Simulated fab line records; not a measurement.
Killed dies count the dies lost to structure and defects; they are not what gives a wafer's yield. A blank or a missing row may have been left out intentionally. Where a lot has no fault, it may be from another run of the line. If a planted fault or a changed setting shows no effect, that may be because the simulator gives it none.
Struck lot and sound lot, side by side ; flow sky130 ; 14 out of 708 route steps
Sound: the wafers L700.1, L700.3, L700.5. Wafers struck: L708.3, L708.5, L708.6. The cause comes at the end.
At each step with rows: each side's tool, then ch and its chambers, then its first start. Under that, the readings that differ: sound wafers ; struck wafers ; difference of the means ; sigmas: that difference in standard deviations of wafers without a fault.
alike: same words and numbers on both sides, and readings whose means sit less than 2 such deviations apart. not compared: any withheld reading, any reading some wafer has no value for, any bound like >300 that may hide the same value, and any number with overlapping values for which the record gives no deviation.
Wherever a step has rows on one side only, a row that says differs or no value, or a row with sigmas, the two part there. Numbers that don't overlap but have no deviation are shown without sigmas and don't part them. Lack of a reading on every wafer of one side parts them only where that side has two or more wafers.

first, 4 steps without rows for these wafers: SKY_METAL1_STRIP_21 (strips in post etch residue remover, time 1200 s); SKY_METAL1_CLEAN_22 (cleans in IPA, time 180 s); SKY_METAL1_CLEAN_23 (cleans in O3/DIW); SKY_VIA1_HDPCVD_00 (deposits SiO2, target thk 1030 nm, time 171.7 s).
SKY_VIA1_THK_MEAS_01:
  sound: film-metro-01 at day 35 01:46; struck: film-metro-01 at day 37 08:05
  alike: VIA1_HDPCVD_THK
SKY_VIA1_CMP_02: polishes SiO2.
  sound on cmp-01 ch 0,1,2, day 35 01:50; struck on cmp-02 ch 1,2,3, day 37 08:14
  alike: motor-current-A, slurry-flow-ml-min
SKY_VIA1_BOW_MEAS_03:
  sound: film-metro-04 at day 35 02:08; struck: film-metro-03 at day 37 08:28
  alike: VIA1_BOW
then, 5 steps without rows for these wafers: SKY_VIA1_DEHYDRATE_04 (time 60 s); SKY_VIA1_HMDS_05 (prime time 60 s); SKY_VIA1_COAT_06 (resist thk 60 nm); SKY_VIA1_COAT_07 (resist thk 450 nm); SKY_VIA1_SOFTBAKE_08 (time 90 s).
SKY_VIA1_EXPOSE_09: exposes mask VIM, target cd 150 nm.
  sound on krf-scanner-02 ch 0, day 35 15:53; struck on krf-scanner-02, day 37 21:10
  no value came back on the struck wafers for exposure-dose-mJ-cm2, focus-offset-nm (nm); on the sound wafers exposure-dose-mJ-cm2 reads 38.05 37.99 38.05
  alike: mask
next, for these wafers, 1 step has no rows: SKY_VIA1_PEB_10.

== WHERE THEY PART ==
SKY_VIA1_EXPOSE_09 only, going by this record.

WHY: what the simulator had put in
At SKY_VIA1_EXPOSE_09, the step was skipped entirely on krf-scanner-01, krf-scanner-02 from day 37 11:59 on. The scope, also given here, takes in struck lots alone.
